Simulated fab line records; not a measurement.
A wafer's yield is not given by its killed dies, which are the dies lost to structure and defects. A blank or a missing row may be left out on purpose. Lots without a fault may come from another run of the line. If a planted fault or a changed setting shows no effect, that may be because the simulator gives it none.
fab line records	flow sky130
[record] lots = 11	wafers = 33	last_day = 50
route steps=708 shown METAL3@566 VIA3@593 CAP2M@603 METAL4@633 PAD_OPEN@708
lots that met no fault: taken from a fault-free run of the same line
start_h: hours from the record's opening day to when the first of the lot's shown wafers began	wait_h: hours from the lot's prior step to this one	" repeats the value in the row above	L1.1+2: several wafers, shown together as one row	- no value, or no start was given	* or withheld: withheld	< > ~ a bound
route shown NAME@n: NAME is a module with steps in the file, n the number in the route of the first one	usual: mean/standard deviation taken from wafers without a fault	same: alike in all rows	chamber/n: place in a boat	sites: readings site by site	_std_site: standard deviation of those values	_edge_site: the outer-site mean with the inner-site mean subtracted	radius_mm: how far each site lies from the wafer's centre	mask NAME#n: copy n	behind: the tool/chamber that last shaped the wafer	hold: what put the lot on hold/how long, in hours/how the hold closed	device: the transistor (n, p or np) that didn't switch	end of line: the same wafers' tests at the end of the route	where a step has no rows: the recipe by itself	killed: dies lost to structure and defects at the first sort, not the wafer's yield	map: a wafer's dies, marking killed ones x, the rest . and places with no die _
set.NAME: the setting as run; set.NAME@STEP: as run at that earlier step	model.NAME: the simulator's own value behind a step, which no gauge read
the route's steps for a sample of lots (tables are steps, rows are wafers)
services: the hour from which a tool's chamber was out of use, counted from the record's first day as start_h (under 0 if before that day), plus the number of hours and why
[[steps]]
[step SKY_METAL3_ETCH_16]
[recipe] chemistry = N2/H2	target = BARC	ion_energy_ev = 200	bias_w = 100	pressure_mtorr = 30	n2_flow_sccm = 100	h2_flow_sccm = 200	icp_w = 500	stop_on = SiO2	time_s = 88.2	target_depth_a = 600
[usual] drypump_motor_current_A = 5.48/0.27	oes_product_au = 0.625/0.0046	throttle_valve_pct = 13.204/0.0084
lot.wafer	tool	chamber	start_h	wait_h	drypump_motor_current_A	oes_product_au	rf_hours_counter_h	throttle_valve_pct
L586.1	rie_metal-03	0	898.71	0.1	5.39	0.629	18	13.186
L586.2	"	0	"	"	5.37	0.627	-	13.193
L586.6	"	0	"	"	5.37	0.627	-	13.208
L589.2	rie_metal-03	0	917.94	0.1	5.39	0.619	-	13.212
L589.5	"	0	"	"	5.38	0.617	-	13.215
L589.6	"	0	"	"	5.41	0.620	-	13.195
L590.3	rie_metal-02	1	927.58	0.1	5.26	0.626	-	13.200
L590.4	"	1	"	"	5.26	0.630	-	13.186
L590.6	"	1	"	"	5.29	0.626	-	13.206
L592.2	rie_metal-02	1	940.95	0.0	5.23	0.630	5	13.205
L592.5	"	0	"	"	5.73	0.634	-	13.197
L592.6	"	1	"	"	5.23	0.625	-	13.207
L596.2	rie_metal-03	1	975.59	0.1	5.91	0.624	-	13.199
L596.4	"	1	"	"	5.89	0.634	-	13.209
L596.6	"	1	"	"	5.87	0.619	-	13.201
L601.1	rie_metal-02	0	1011.30	0.0	5.72	0.619	4	13.215
L601.2	"	1	"	"	5.25	0.626	8	13.212
L601.4	"	1	"	"	5.23	0.632	-	13.203
L602.2	rie_metal-03	1	1014.10	0.0	5.86	0.627	6	13.211
L602.5	"	0	"	"	5.40	0.623	-	13.212
L602.6	"	1	"	"	5.90	0.625	-	13.214
L606.2	rie_metal-03	0	1042.48	0.0	5.39	0.622	4	13.203
L606.4	"	0	"	"	5.39	0.628	-	13.201
L606.6	"	1	"	"	5.93	0.624	-	13.185
L605.4	rie_metal-02	1	1043.86	0.1	5.26	0.629	-	13.211
L605.5	"	0	"	"	5.72	0.624	-	13.200
L605.6	"	1	"	"	5.20	0.622	-	13.187
L608.4	rie_metal-02	0	1050.36	0.1	5.74	0.624	-	13.204
L608.5	"	0	"	"	5.77	0.626	-	13.199
L608.6	"	1	"	"	5.25	0.618	-	13.195
L609.3	rie_metal-01	0	1055.21	0.0	5.10	0.620	-	13.206
L609.4	"	1	"	"	5.58	0.624	-	13.192
L609.5	"	0	"	"	5.10	0.625	-	13.205
[step SKY_VIA3_SPUTTER_20]
[recipe] material = TiN	target_thk_nm = 20	chamber_pressure_pa = 5	power_w = 4000	time_s = 80
[usual] throttle_valve_pct = 30.2/0.86
lot.wafer	tool	chamber	start_h	wait_h	throttle_valve_pct
L586.1	pvd_sputter-04	-	926.77	0.0	31.5
L586.2	"	-	"	"	28.4
L586.6	"	-	"	"	30.0
L589.2	pvd_sputter-01	-	945.41	0.0	30.8
L589.5	"	-	"	"	30.6
L589.6	"	-	"	"	30.5
L590.3	pvd_sputter-03	-	953.89	0.0	30.8
L590.4	"	-	"	"	30.3
L590.6	"	-	"	"	30.4
L592.2	pvd_sputter-04	-	968.14	0.0	30.0
L592.5	"	-	"	"	29.9
L592.6	"	-	"	"	28.3
L596.2	pvd_sputter-01	-	1000.36	0.0	30.2
L596.4	"	-	"	"	29.4
L596.6	"	-	"	"	29.4
L601.1	pvd_sputter-04	-	1035.36	0.0	31.7
L601.2	"	-	"	"	28.6
L601.4	"	-	"	"	29.9
L602.2	pvd_sputter-01	-	1038.91	0.0	29.4
L602.5	"	-	"	"	30.5
L602.6	"	-	"	"	29.6
L606.2	pvd_sputter-04	-	1066.67	0.0	29.8
L606.4	"	-	"	"	31.6
L606.6	"	-	"	"	30.3
L605.4	pvd_sputter-03	-	1068.15	0.0	30.4
L605.5	"	-	"	"	30.4
L605.6	"	-	"	"	30.4
L608.4	pvd_sputter-04	-	1074.60	0.0	28.6
L608.5	"	-	"	"	31.6
L608.6	"	-	"	"	28.4
L609.3	pvd_sputter-03	-	1078.55	0.0	30.0
L609.4	"	-	"	"	30.7
L609.5	"	-	"	"	30.6
[step SKY_CAP2M_CVD_00]
[recipe] material = SiO2	target_thk_nm = 15.5	temp_c = 400	time_s = withheld	rf_w = 450
[usual] heater_power_w = 725/86
lot.wafer	tool	chamber	start_h	wait_h	heater_power_w
L586.1	pecvd-01	0	927.59	0.0	797
L586.2	"	2	"	"	635
L586.6	"	0	"	"	793
L589.2	pecvd-02	1	946.23	0.0	702
L589.5	"	1	"	"	733
L589.6	"	0	"	"	847
L590.3	pecvd-01	2	955.04	0.0	560
L590.4	"	0	"	"	801
L590.6	"	1	"	"	758
L592.2	pecvd-02	2	968.96	0.0	742
L592.5	"	1	"	"	792
L592.6	"	2	"	"	737
L596.2	pecvd-04	2	1001.18	0.0	649
L596.4	"	0	"	"	891
L596.6	"	2	"	"	644
L601.1	pecvd-01	1	1036.18	0.0	765
L601.2	"	0	"	"	803
L601.4	"	0	"	"	811
L602.2	pecvd-01	2	1039.72	0.0	640
L602.5	"	0	"	"	730
L602.6	"	1	"	"	703
L606.2	pecvd-01	0	1067.48	0.0	711
L606.4	"	1	"	"	763
L606.6	"	0	"	"	711
L605.4	pecvd-04	0	1068.98	0.0	818
L605.5	"	2	"	"	640
L605.6	"	1	"	"	630
L608.4	pecvd-02	0	1075.43	0.0	771
L608.5	"	2	"	"	765
L608.6	"	1	"	"	736
L609.3	pecvd-04	0	1079.63	0.0	786
L609.4	"	1	"	"	559
L609.5	"	2	"	"	694
[step SKY_CAP2M_THK_MEAS_01]
[recipe] reads = SiO2_of_CAP2M_CVD_00
[usual] CAP2M_CVD_00_THK = 15.48/0.26
lot.wafer	tool	chamber	start_h	wait_h	CAP2M_CVD_00_THK[nm]
L586.1	film_metro-03	-	927.61	-	15.55
L586.2	"	-	"	"	15.32
L586.6	"	-	"	"	15.98
L589.2	film_metro-03	-	946.26	-	15.05
L589.5	"	-	"	"	15.18
L589.6	"	-	"	"	15.43
L590.3	film_metro-02	-	955.08	-	15.25
L590.4	"	-	"	"	15.90
L590.6	"	-	"	"	15.65
L592.2	film_metro-02	-	969.00	-	15.14
L592.5	"	-	"	"	15.12
L592.6	"	-	"	"	15.59
L596.2	film_metro-03	-	1001.21	-	15.48
L596.4	"	-	"	"	15.86
L596.6	"	-	"	"	15.77
L601.1	film_metro-04	-	1036.20	-	15.26
L601.2	"	-	"	"	15.29
L601.4	"	-	"	"	15.59
L602.2	film_metro-04	-	1039.76	-	15.14
L602.5	"	-	"	"	25.36
L602.6	"	-	"	"	15.55
L606.2	film_metro-03	-	1067.52	-	25.13
L606.4	"	-	"	"	15.80
L606.6	"	-	"	"	25.46
L605.4	film_metro-04	-	1069.02	-	15.89
L605.5	"	-	"	"	15.47
L605.6	"	-	"	"	16.10
L608.4	film_metro-02	-	1075.47	-	15.78
L608.5	"	-	"	"	15.64
L608.6	"	-	"	"	15.44
L609.3	film_metro-03	-	1079.67	-	15.58
L609.4	"	-	"	"	16.09
L609.5	"	-	"	"	15.56
[step SKY_CAP2M_OVL_MEAS_12]
[usual] CAP2M_OVL = 0.3/1.4
lot.wafer	tool	chamber	start_h	wait_h	CAP2M_OVL[nm]
L586.1	overlay-01	-	951.84	0.1	-0.2
L586.2	"	-	"	"	-0.8
L586.6	"	-	"	"	0.8
L589.2	overlay-02	-	970.10	0.1	-0.7
L589.5	"	-	"	"	-1.4
L589.6	"	-	"	"	-1.5
L590.3	overlay-02	-	978.54	0.1	-2.1
L590.4	"	-	"	"	0.4
L590.6	"	-	"	"	1.2
L592.2	overlay-01	-	993.00	0.1	3.3
L592.5	"	-	"	"	1.7
L592.6	"	-	"	"	0.4
L596.2	overlay-02	-	1024.23	0.1	0.8
L596.4	"	-	"	"	2.0
L596.6	"	-	"	"	0.3
L601.1	overlay-01	-	1058.08	0.1	-0.4
L601.2	"	-	"	"	-1.1
L601.4	"	-	"	"	-0.5
L602.2	overlay-02	-	1061.77	0.1	0.4
L602.5	"	-	"	"	0.0
L602.6	"	-	"	"	2.2
L606.2	overlay-01	-	1088.10	0.1	-2.5
L606.4	"	-	"	"	-1.1
L606.6	"	-	"	"	-1.7
L605.4	overlay-02	-	1089.24	0.1	1.0
L605.5	"	-	"	"	-1.0
L605.6	"	-	"	"	1.8
L608.4	overlay-02	-	1095.88	0.1	1.6
L608.5	"	-	"	"	3.3
L608.6	"	-	"	"	0.4
L609.3	overlay-02	-	1100.13	0.1	-0.3
L609.4	"	-	"	"	0.5
L609.5	"	-	"	"	-1.1
[step SKY_METAL4_ETCH_17]
[recipe] target = SiO2	stop_on = TiN	chemistry = C4F8/O2/Ar	source_w = 1500	bias_w = 1200	pressure_mtorr = 40	c4f8_flow_sccm = withheld	O2_flow_sccm = 6	Ar_flow_sccm = 300	time_s = 3.9	target_depth_a = 150
[usual] oes_product_au = 0.754/0.0077
lot.wafer	tool	chamber	start_h	wait_h	oes_product_au	rf_hours_counter_h
L586.1	rie_diel-02	1	976.16	0.1	0.750	9
L586.2	"	2	"	"	0.761	19
L586.6	"	1	"	"	0.765	-
L589.2	rie_diel-02	2	994.83	0.1	0.747	20
L589.5	"	0	"	"	0.747	-
L589.6	"	3	"	"	0.760	-
L590.3	rie_diel-04	0	1002.78	0.0	0.737	6
L590.4	"	2	"	"	0.775	16
L590.6	"	1	"	"	0.755	-
L592.2	rie_diel-02	1	1017.11	0.1	0.746	10
L592.5	"	1	"	"	0.746	-
L592.6	"	0	"	"	0.760	-
L596.2	rie_diel-02	0	1047.13	0.1	0.754	10
L596.4	"	2	"	"	0.761	22
L596.6	"	2	"	"	0.762	-
L601.1	rie_diel-02	1	1079.03	0.1	0.743	12
L601.2	"	2	"	"	0.750	23
L601.4	"	1	"	"	0.758	-
L602.2	rie_diel-02	2	1083.98	0.1	0.745	23
L602.5	"	2	"	"	0.962	-
L602.6	"	1	"	"	0.758	-
L606.2	rie_diel-03	3	1109.48	0.1	0.979	23
L606.4	"	2	"	"	0.760	19
L606.6	"	1	"	"	0.984	-
L605.4	rie_diel-02	2	1110.07	0.0	0.760	-
L605.5	"	1	"	"	0.753	-
L605.6	"	0	"	"	0.763	-
L608.4	rie_diel-04	0	1116.78	0.0	0.760	10
L608.5	"	3	"	"	0.760	-
L608.6	"	0	"	"	0.760	-
L609.3	rie_diel-03	1	1120.73	0.0	0.753	18
L609.4	"	3	"	"	0.764	24
L609.5	"	1	"	"	0.755	-
[step SKY_PAD_OPEN_PROBE_99]
[usual] defect_limited_yield = 82.3/2	killed_at_M0_to_M3 = 43/6.7	killed_at_M4_up = 3.0/1.9	killed_at_contacts = 25/5.4	killed_at_front_end = 16/4.5	killed_at_other = 0.4/0.62	killed_dies = 87/9.6	killed_open = 47/7	killed_short = 39/6.1
[same] gross_dies = 492	killed_at_back_side = 0
lot.wafer	tool	chamber	start_h	wait_h	defect_limited_yield[%]	killed_at_M0_to_M3	killed_at_M4_up	killed_at_contacts	killed_at_front_end	killed_at_other	killed_dies	killed_open	killed_short
L586.1	prober-01	-	1072.39	0.1	81.7	46	3	28	13	0	90	52	38
L586.2	prober-01	-	1072.44	0.1	80.9	44	3	33	14	0	94	54	39
L586.6	prober-01	-	1072.64	0.2	78.3	47	2	38	20	0	107	56	51
L589.2	prober-02	-	1088.56	0.1	83.1	31	2	28	22	0	83	52	31
L589.5	prober-02	-	1088.71	0.2	83.1	41	1	29	12	0	83	42	41
L589.6	prober-02	-	1088.76	0.2	81.7	35	5	34	15	1	90	48	42
L590.3	prober-01	-	1094.56	0.2	81.9	43	3	24	18	1	89	49	40
L590.4	prober-01	-	1094.61	0.2	81.3	41	3	21	26	1	92	48	44
L590.6	prober-01	-	1094.71	0.2	79.3	48	5	27	22	0	102	52	50
L592.2	prober-01	-	1107.41	0.1	78.9	56	4	29	14	1	104	59	45
L592.5	prober-01	-	1107.56	0.2	81.1	49	2	26	16	0	93	48	45
L592.6	prober-01	-	1107.61	0.2	79.3	49	1	29	23	0	102	51	51
L596.2	prober-01	-	1135.74	0.1	82.7	47	0	17	20	1	85	46	37
L596.4	prober-01	-	1135.84	0.2	85.6	41	5	12	13	0	71	39	32
L596.6	prober-01	-	1135.94	0.2	81.9	43	4	29	13	0	89	43	46
L601.1	prober-02	-	1161.31	0.1	82.9	41	8	24	11	0	84	41	42
L601.2	prober-02	-	1161.36	0.1	81.9	46	3	24	15	1	89	42	47
L601.4	prober-02	-	1161.46	0.2	80.9	50	3	23	18	0	94	50	44
L602.2	prober-01	-	1166.06	0.1	84.3	35	2	21	19	0	77	41	36
L602.5	prober-01	-	1166.21	0.2	81.7	58	1	16	14	1	90	56	34
L602.6	prober-01	-	1166.26	0.2	80.3	46	6	23	22	0	97	57	40
L606.2	prober-02	-	1187.39	0.1	81.7	45	3	29	12	1	90	50	37
L606.4	prober-02	-	1187.49	0.2	83.7	37	2	29	11	1	80	38	41
L606.6	prober-02	-	1187.59	0.2	85.6	36	4	22	8	1	71	42	28
L605.4	prober-01	-	1189.76	0.2	83.5	41	3	25	12	0	81	44	37
L605.5	prober-01	-	1189.81	0.2	85.0	34	1	17	22	0	74	49	25
L605.6	prober-01	-	1189.86	0.2	83.3	43	0	27	12	0	82	46	36
L608.4	prober-01	-	1194.19	0.2	83.3	39	2	32	9	0	82	44	38
L608.5	prober-01	-	1194.24	0.2	81.9	46	4	19	20	0	89	43	45
L608.6	prober-01	-	1194.29	0.2	86.4	37	1	18	11	0	67	43	24
L609.3	prober-02	-	1196.49	0.2	89.0	31	4	11	7	1	54	26	28
L609.4	prober-02	-	1196.54	0.2	84.6	33	2	31	10	0	76	42	34
L609.5	prober-02	-	1196.59	0.2	83.1	39	4	26	14	0	83	47	36
// killed by level:class
L586.1 VIA1:geometric_particle:open=16 CONTACT:geometric_particle:open=13 VIA2:geometric_particle:open=9 FIELD_ISO:geometric_particle:short=6 LOCAL_INTERCONNECT:geometric_particle:short=6 VIA3:geometric_particle:open=6 CONTACT:geometric_particle:short=5 VIA1:geometric_particle:short=4
L586.2 CONTACT:geometric_particle:open=13 LI_CONTACT:geometric_particle:open=11 VIA1:geometric_particle:open=10 VIA3:geometric_particle:open=9 METAL1:geometric_particle:short=7 VIA1:geometric_particle:short=4 FIELD_ISO:geometric_particle:short=3 POLY_GATE:geometric_particle:short=3
L586.6 VIA1:geometric_particle:open=12 LI_CONTACT:geometric_particle:open=11 CONTACT:geometric_particle:open=11 VIA1:geometric_particle:short=8 FIELD_ISO:geometric_particle:short=7 LI_CONTACT:geometric_particle:short=6 CONTACT:geometric_particle:short=6 METAL2:geometric_particle:short=6
L589.2 CONTACT:geometric_particle:open=12 VIA1:geometric_particle:open=10 FIELD_ISO:geometric_particle:open=6 LI_CONTACT:geometric_particle:open=6 VIA3:geometric_particle:open=6 FIELD_ISO:geometric_particle:short=4 LI_CONTACT:geometric_particle:short=4 LOCAL_INTERCONNECT:geometric_particle:short=4
L589.5 VIA1:geometric_particle:open=10 CONTACT:geometric_particle:open=9 CONTACT:geometric_particle:short=7 LI_CONTACT:geometric_particle:open=7 VIA1:geometric_particle:short=7 VIA2:geometric_particle:open=6 FIELD_ISO:geometric_particle:open=5 METAL1:geometric_particle:short=4
L589.6 CONTACT:geometric_particle:open=14 LI_CONTACT:geometric_particle:open=9 VIA2:geometric_particle:open=9 VIA1:geometric_particle:open=7 LOCAL_INTERCONNECT:geometric_particle:short=5 METAL4:geometric_particle:short=5 POLY_GATE:geometric_particle:short=4 METAL1:geometric_particle:short=4
L590.3 CONTACT:geometric_particle:open=10 VIA2:geometric_particle:open=10 FIELD_ISO:geometric_particle:short=8 LI_CONTACT:geometric_particle:open=7 VIA1:geometric_particle:short=6 VIA3:geometric_particle:open=6 VIA2:geometric_particle:short=5 POLY_GATE:geometric_particle:open=4
L590.4 FIELD_ISO:geometric_particle:open=8 FIELD_ISO:geometric_particle:short=8 CONTACT:geometric_particle:open=7 VIA1:geometric_particle:open=7 LI_CONTACT:geometric_particle:open=6 VIA1:geometric_particle:short=5 CONTACT:geometric_particle:short=5 METAL2:geometric_particle:short=5
L590.6 VIA3:geometric_particle:open=9 CONTACT:geometric_particle:open=9 VIA1:geometric_particle:open=9 METAL1:geometric_particle:short=8 FIELD_ISO:geometric_particle:short=7 VIA2:geometric_particle:open=7 FIELD_ISO:geometric_particle:open=6 LOCAL_INTERCONNECT:geometric_particle:short=6
L592.2 LI_CONTACT:geometric_particle:open=11 CONTACT:geometric_particle:open=11 METAL2:geometric_particle:short=10 VIA3:geometric_particle:open=10 VIA2:geometric_particle:open=8 VIA3:geometric_particle:short=6 VIA1:geometric_particle:open=5 VIA1:geometric_particle:short=5
L592.5 VIA1:geometric_particle:open=12 LI_CONTACT:geometric_particle:open=9 LOCAL_INTERCONNECT:geometric_particle:short=8 METAL2:geometric_particle:short=8 FIELD_ISO:geometric_particle:short=6 VIA3:geometric_particle:open=6 VIA2:geometric_particle:open=5 CONTACT:geometric_particle:open=5
L592.6 FIELD_ISO:geometric_particle:short=9 CONTACT:geometric_particle:open=9 VIA1:geometric_particle:open=9 METAL2:geometric_particle:short=8 VIA3:geometric_particle:open=8 FIELD_ISO:geometric_particle:open=7 CONTACT:geometric_particle:short=7 LI_CONTACT:geometric_particle:open=6
L596.2 VIA1:geometric_particle:open=16 CONTACT:geometric_particle:open=8 VIA1:geometric_particle:short=8 POLY_GATE:geometric_particle:open=5 VIA3:geometric_particle:open=5 FIELD_ISO:geometric_particle:open=4 VIA2:geometric_particle:open=4 POLY_GATE:geometric_particle:short=4
L596.4 VIA1:geometric_particle:open=11 METAL1:geometric_particle:short=8 VIA3:geometric_particle:open=6 METAL2:geometric_particle:short=5 FIELD_ISO:geometric_particle:short=4 LI_CONTACT:geometric_particle:open=4 CONTACT:geometric_particle:short=4 VIA2:geometric_particle:open=4
L596.6 METAL1:geometric_particle:short=10 VIA1:geometric_particle:open=10 CONTACT:geometric_particle:open=9 LI_CONTACT:geometric_particle:open=6 CONTACT:geometric_particle:short=5 VIA1:geometric_particle:short=5 VIA2:geometric_particle:open=5 POLY_GATE:geometric_particle:short=4
L601.1 CONTACT:geometric_particle:open=8 VIA1:geometric_particle:short=8 VIA1:geometric_particle:open=8 VIA2:geometric_particle:open=7 LI_CONTACT:geometric_particle:open=7 FIELD_ISO:geometric_particle:short=5 METAL4:geometric_particle:short=5 LOCAL_INTERCONNECT:geometric_particle:short=4
L601.2 VIA1:geometric_particle:open=10 VIA1:geometric_particle:short=8 CONTACT:geometric_particle:open=7 METAL2:geometric_particle:short=7 LI_CONTACT:geometric_particle:open=6 POLY_GATE:geometric_particle:short=5 LOCAL_INTERCONNECT:geometric_particle:short=5 METAL1:geometric_particle:short=4
L601.4 VIA1:geometric_particle:open=12 FIELD_ISO:geometric_particle:short=8 LI_CONTACT:geometric_particle:open=7 METAL2:geometric_particle:short=7 CONTACT:geometric_particle:open=7 VIA2:geometric_particle:open=6 VIA3:geometric_particle:open=5 FIELD_ISO:geometric_particle:open=4
L602.2 VIA1:geometric_particle:open=11 FIELD_ISO:geometric_particle:short=9 POLY_GATE:geometric_particle:open=5 VIA3:geometric_particle:open=5 FIELD_ISO:geometric_particle:open=4 LI_CONTACT:geometric_particle:short=4 LI_CONTACT:geometric_particle:open=4 LOCAL_INTERCONNECT:geometric_particle:short=4
L602.5 VIA1:geometric_particle:open=21 LI_CONTACT:geometric_particle:open=9 VIA1:geometric_particle:short=8 VIA3:geometric_particle:open=7 METAL1:geometric_particle:short=5 VIA2:geometric_particle:open=5 FIELD_ISO:geometric_particle:open=4 POLY_GATE:geometric_particle:short=4
L602.6 VIA1:geometric_particle:open=14 CONTACT:geometric_particle:open=9 FIELD_ISO:geometric_particle:short=6 VIA1:geometric_particle:short=6 VIA2:geometric_particle:open=6 VIA3:geometric_particle:open=6 FIELD_ISO:geometric_particle:open=4 POLY_GATE:geometric_particle:open=4
L606.2 VIA2:geometric_particle:open=12 CONTACT:geometric_particle:open=10 VIA1:geometric_particle:short=8 LI_CONTACT:geometric_particle:open=8 VIA1:geometric_particle:open=8 VIA3:geometric_particle:short=5 POLY_GATE:geometric_particle:open=4 LOCAL_INTERCONNECT:geometric_particle:short=4
L606.4 VIA1:geometric_particle:open=10 CONTACT:geometric_particle:open=9 LI_CONTACT:geometric_particle:open=7 METAL1:geometric_particle:short=7 FIELD_ISO:geometric_particle:short=5 LOCAL_INTERCONNECT:geometric_particle:short=5 CONTACT:geometric_particle:short=4 VIA1:geometric_particle:short=4
L606.6 VIA1:geometric_particle:open=12 CONTACT:geometric_particle:open=10 CONTACT:geometric_particle:short=5 VIA1:geometric_particle:short=5 METAL3:geometric_particle:short=5 LI_CONTACT:geometric_particle:open=4 VIA2:geometric_particle:open=4 FIELD_ISO:geometric_particle:open=3
L605.4 VIA1:geometric_particle:open=16 CONTACT:geometric_particle:open=8 METAL2:geometric_particle:short=6 LI_CONTACT:geometric_particle:open=5 LOCAL_INTERCONNECT:geometric_particle:short=5 POLY_GATE:geometric_particle:short=4 VIA1:geometric_particle:short=4 METAL1:geometric_particle:short=4
L605.5 VIA3:geometric_particle:open=11 FIELD_ISO:geometric_particle:open=7 POLY_GATE:geometric_particle:open=7 LI_CONTACT:geometric_particle:open=6 VIA1:geometric_particle:open=6 CONTACT:geometric_particle:short=4 FIELD_ISO:geometric_particle:short=3 VIA3:geometric_particle:short=3
L605.6 VIA2:geometric_particle:open=9 LI_CONTACT:geometric_particle:open=9 CONTACT:geometric_particle:open=9 VIA1:geometric_particle:open=9 POLY_GATE:geometric_particle:short=5 CONTACT:geometric_particle:short=5 METAL2:geometric_particle:short=5 FIELD_ISO:geometric_particle:short=4
L608.4 CONTACT:geometric_particle:open=14 LI_CONTACT:geometric_particle:open=9 VIA1:geometric_particle:open=6 VIA1:geometric_particle:short=6 VIA2:geometric_particle:open=6 METAL1:geometric_particle:short=5 LI_CONTACT:geometric_particle:short=4 CONTACT:geometric_particle:short=4
L608.5 VIA2:geometric_particle:open=10 METAL1:geometric_particle:short=8 FIELD_ISO:geometric_particle:short=6 LI_CONTACT:geometric_particle:open=6 VIA1:geometric_particle:open=6 POLY_GATE:geometric_particle:open=5 CONTACT:geometric_particle:open=5 METAL2:geometric_particle:short=5
L608.6 VIA1:geometric_particle:open=13 LI_CONTACT:geometric_particle:open=5 CONTACT:geometric_particle:short=4 CONTACT:geometric_particle:open=4 VIA2:geometric_particle:open=4 VIA3:geometric_particle:open=4 FIELD_ISO:geometric_particle:open=3 POLY_GATE:geometric_particle:open=3
L609.3 VIA1:geometric_particle:open=5 CONTACT:geometric_particle:open=5 VIA2:geometric_particle:open=5 METAL4:geometric_particle:short=4 METAL1:geometric_particle:short=4 METAL2:geometric_particle:short=4 VIA3:geometric_particle:open=4 POLY_GATE:geometric_particle:short=3
L609.4 CONTACT:geometric_particle:open=10 LI_CONTACT:geometric_particle:open=8 VIA1:geometric_particle:open=7 VIA2:geometric_particle:open=5 METAL2:geometric_particle:short=5 LI_CONTACT:geometric_particle:short=4 CONTACT:geometric_particle:short=4 LOCAL_INTERCONNECT:geometric_particle:short=3
L609.5 LI_CONTACT:geometric_particle:open=10 VIA3:geometric_particle:open=7 VIA1:geometric_particle:open=6 VIA1:geometric_particle:short=6 VIA2:geometric_particle:open=5 CONTACT:geometric_particle:open=5 FIELD_ISO:geometric_particle:open=4 LOCAL_INTERCONNECT:geometric_particle:short=4
[[services]]
tool	chamber	start_h	hours	kind
rie_metal-03	1	881.61	10.6	repair
rie_diel-03	0	886.30	2.8	repair
rie_diel-04	-	899.83	0.1	repair
rie_diel-03	-	907.49	4.7	repair
pecvd-01	0	911.06	2.1	repair
pecvd-02	-	911.30	7.1	repair
rie_diel-03	0	952.73	5.5	repair
pecvd-01	0	979.36	3.0	repair
rie_diel-04	2	980.51	1.4	repair
rie_metal-02	-	1002.45	1.4	pm
pvd_sputter-03	-	1014.56	1.2	repair
rie_metal-03	-	1029.06	2.8	pm
pecvd-01	-	1042.17	2.8	pm
rie_diel-04	3	1045.28	8.9	repair
pecvd-02	-	1069.00	2.8	pm
pecvd-01	0	1074.48	6.1	repair
rie_diel-02	3	1077.73	5.2	repair
pecvd-01	-	1077.76	0.6	repair
pecvd-02	-	1083.14	1.5	repair
rie_diel-02	-	1096.25	0.8	repair
rie_diel-04	-	1098.35	0.4	repair
pvd_sputter-04	-	1102.62	40.7	repair
rie_diel-02	3	1109.42	1.6	repair
pvd_sputter-01	-	1119.18	4.8	repair
[[key]]
[first_sign] step = SKY_CAP2M_THK_MEAS_01	reading = CAP2M_CVD_00_THK	direction = up	sigmas = 38	usual = 15.48	struck = 25.32
[effect] step = SKY_METAL4_ETCH_17	reading = oes_product_au	direction = up	sigmas = 29	usual = 0.754	struck = 0.975
met_at SKY_CAP2M_CVD_00
struck_lots L602,L606
struck_wafers L602.5,L606.2,L606.6
not_acting_at SKY_METAL3_ETCH_16,SKY_VIA3_SPUTTER_20,SKY_CAP2M_OVL_MEAS_12
onset_between 1036.18 1039.72
[fault] kind = process_parameter_drift	tool = pecvd-01	chamber = 0	onset_h = 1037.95	steps = SKY_CAP2M_CVD_00	channel = target_thk_nm	offset = 9.724	shape = step	end_h = 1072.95	acts_in = these_recipes_only	stated = 15.5
